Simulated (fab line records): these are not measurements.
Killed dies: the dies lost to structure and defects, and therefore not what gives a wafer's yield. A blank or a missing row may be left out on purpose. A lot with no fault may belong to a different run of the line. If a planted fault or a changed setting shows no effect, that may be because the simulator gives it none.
Which tool did it? | flow gf180mcu | 33 wafers from 11 lots sampled at 5 of the route's 602 steps

== WHAT THE GAUGES READ, wafer by wafer ==
GF_STI_THK_MEAS_04.
lot  | measured    | on            | STI_CVD_03_THK (nm)
L841 | day 1 23:31 | film_metro-01 | 209.8 209.4 209.6
L842 | day 2 04:00 | film_metro-02 | 209.6 209.1 209.0
L843 | day 2 08:34 | film_metro-02 | 209.2 210.3 211.0
L844 | day 2 11:05 | film_metro-03 | 205.4 205.8 204.8
L847 | day 3 01:37 | film_metro-02 | 219.8 219.1 218.9 220.1 219.3 218.9
L848 | day 3 07:01 | film_metro-01 | 219.3 218.6 219.2 219.1 219.0 219.1
L856 | day 4 21:35 | film_metro-01 | 210.4 210.7 212.7
L857 | day 5 03:54 | film_metro-03 | 208.3 209.4 209.3
L858 | day 5 08:07 | film_metro-01 | 211.3 208.9 210.4
L862 | day 6 04:23 | film_metro-02 | 207.8 207.0 207.3
L863 | day 6 08:35 | film_metro-01 | 207.9 207.6 207.1

GF_MVPSD_OVL_MEAS_07.
lot  | measured     | on         | MVPSD_OVL (nm)
L841 | day 5 12:01  | overlay-02 | 2.1 2.1 1.6
L842 | day 5 19:01  | overlay-01 | -2.7 -1.8 -3.7
L843 | day 5 22:34  | overlay-02 | -1.3 -0.8 -1.6
L844 | day 6 00:58  | overlay-01 | -1.3 -1.3 -0.4
L847 | day 6 22:54  | overlay-02 | -2.1 -0.2 -1.5
L848 | day 7 03:10  | overlay-02 | -0.9 -0.4 -0.4
L856 | day 8 22:37  | overlay-01 | -1.4 -1.7 -2.2
L857 | day 9 06:31  | overlay-02 | -1.2 -0.6 -2.5
L858 | day 9 13:36  | overlay-02 | 0.1 0.8 0.5
L862 | day 10 12:40 | overlay-01 | 0.6 -2.0 -1.9
L863 | day 10 19:01 | overlay-01 | 0.8 1.2 0.5

GF_VT_IMPLANT_TW_MEAS_43.
lot  | measured     | on            | VT_IMPLANT_4_TW
L841 | day 8 01:29  | film_metro-02 | 680 677 675
L842 | day 8 10:17  | film_metro-04 | 695 696 698
L843 | day 8 13:29  | film_metro-04 | 701 693 698
L844 | day 8 17:41  | film_metro-02 | 678 673 680
L847 | day 9 17:17  | film_metro-04 | 700 702 705
L848 | day 9 21:35  | film_metro-04 | 706 709 707
L856 | day 11 23:13 | film_metro-04 | 702 695 698
L857 | day 12 07:14 | film_metro-01 | 684 683 683
L858 | day 12 15:56 | film_metro-01 | 686 686 687
L862 | day 13 17:15 | film_metro-04 | 703 704 699
L863 | day 14 02:19 | film_metro-04 | 698 701 704

== WHICH TOOL RAN EACH LOT (tool, then ch and the chambers of the sampled wafers, then the start) ==
lot  | GF_STI_CVD_03              | GF_STI_ETCH_13
L841 | lpcvd-02 ch 0, day 1 20:32 | rie_diel-03 ch 0,2,3, day 2 10:44
L842 | lpcvd-01 ch 1, day 2 02:01 | rie_diel-02 ch 0,1,3, day 2 16:11
L843 | lpcvd-02 ch 0, day 2 06:34 | rie_diel-02 ch 0,1,2, day 2 21:07
L844 | lpcvd-01 ch 1, day 2 09:05 | rie_diel-03 ch 0,1,3, day 2 23:11
L847 | lpcvd-02 ch 0, day 2 23:38 | rie_diel-03 ch 1,2, day 3 15:17
L848 | lpcvd-02 ch 1, day 3 04:02 | rie_diel-02 ch 1,2,3, day 3 20:17
L856 | lpcvd-01 ch 0, day 4 19:34 | rie_diel-01 ch 1,2, day 5 11:58
L857 | lpcvd-01 ch 1, day 5 01:55 | rie_diel-03 ch 0,2,3, day 5 18:19
L858 | lpcvd-01 ch 0, day 5 06:07 | rie_diel-03 ch 0,1,2, day 5 22:49
L862 | lpcvd-01 ch 1, day 6 02:24 | rie_diel-03 ch 0,1,2, day 6 19:35
L863 | lpcvd-02 ch 1, day 6 06:34 | rie_diel-03 ch 0,1,2, day 6 23:37
- GF_STI_CVD_03: deposits Si3N4 from DCS/NH3, target thk 207.16 nm, time 3551 s.
- GF_STI_ETCH_13: etches the open film in CHF3/O2, stops on Si, target depth 282.31 nm, time 112.9 s.

== WHAT THE TOOLS THEMSELVES READ (means of the sampled wafers that have a number; where no wafer has one, the mark that the record gives instead) ==
GF_STI_CVD_03.
lot  | tool     | pressure_mtorr (mTorr) | spike_tc_lower_C (C) | spike_tc_upper_C (C) | zone_power_lower_pct (%) | zone_power_upper_pct (%)
L841 | lpcvd-02 | 249.7                  | 768.7                | 768.3                | 14.4                     | 13.16
L842 | lpcvd-01 | 249.7                  | 769.2                | 770.7                | 13.0                     | 13.30
L843 | lpcvd-02 | 249.6                  | 769.3                | 770.0                | 14.3                     | 13.14
L844 | lpcvd-01 | 249.7                  | 769.5                | 771.0                | 12.8                     | 13.38
L847 | lpcvd-02 | 299.8                  | 769.9                | 769.3                | 14.4                     | 13.14
L848 | lpcvd-02 | 300.4                  | 770.6                | 771.7                | 14.5                     | 13.01
L856 | lpcvd-01 | 250.5                  | 770.8                | 767.9                | 13.1                     | 12.86
L857 | lpcvd-01 | 249.7                  | 767.9                | 772.2                | 12.8                     | 13.23
L858 | lpcvd-01 | 250.3                  | 769.5                | 768.9                | 13.3                     | 12.83
L862 | lpcvd-01 | 250.3                  | 769.2                | 770.3                | 13.0                     | 13.33
L863 | lpcvd-02 | 250.4                  | 770.8                | 772.6                | 14.5                     | 13.10

GF_STI_ETCH_13.
lot  | tool        | drypump_motor_current_A (A) | oes_product_au (a.u.) | throttle_valve_pct (%)
L841 | rie_diel-03 | 5.9                         | 0.839                 | 8.809
L842 | rie_diel-02 | 5.8                         | 0.837                 | 8.809
L843 | rie_diel-02 | 5.6                         | 0.841                 | 8.817
L844 | rie_diel-03 | 5.7                         | 0.828                 | 8.818
L847 | rie_diel-03 | 5.8                         | 0.862                 | 8.814
L848 | rie_diel-02 | 5.7                         | 0.862                 | 8.814
L856 | rie_diel-01 | 5.8                         | 0.840                 | 8.813
L857 | rie_diel-03 | 5.8                         | 0.835                 | 8.812
L858 | rie_diel-03 | 5.8                         | 0.839                 | 8.807
L862 | rie_diel-03 | 5.8                         | 0.834                 | 8.810
L863 | rie_diel-03 | 5.7                         | 0.831                 | 8.809

== THE ANSWER, worked out from the rows above alone ==
Rule: usual is defined by the lots themselves. The widest of any qualifying gaps counts: lots, ordered by their means at a reading, are off when they make up no more than a third of the lots, leave a main group of 4 or more, and stand apart from it by 3 or more times the standard deviation of that group's means. A main group whose means are all the same, to the digits that the tables above print for the reading, isn't used. Also off: a lot with no number at a reading for which 4 or more lots have one. All remaining lots with rows at the step are treated as sound. The gauges are gone through in route order, then the tools' own readings, and for those a lot's mean is taken as printed above. At the first step where some lot is off, the reading lying furthest off is the one used; lots without a number count as furthest.
Off: L847, L848, at GF_STI_THK_MEAS_04 (STI_CVD_03_THK). Main group: mean 208.9 nm, sd 1.7.
If a tool, at a process step before that reading, ran all the lots that are off and no sound lot after the first of them, it fits. Not tried: the gauges at GF_STI_THK_MEAS_04; whatever is off there is also off at GF_STI_CVD_03, on other tools, and gauge error can't account for it. No candidate that was tried fits.

== WHAT WAS PUT IN BY THE SIMULATOR ==
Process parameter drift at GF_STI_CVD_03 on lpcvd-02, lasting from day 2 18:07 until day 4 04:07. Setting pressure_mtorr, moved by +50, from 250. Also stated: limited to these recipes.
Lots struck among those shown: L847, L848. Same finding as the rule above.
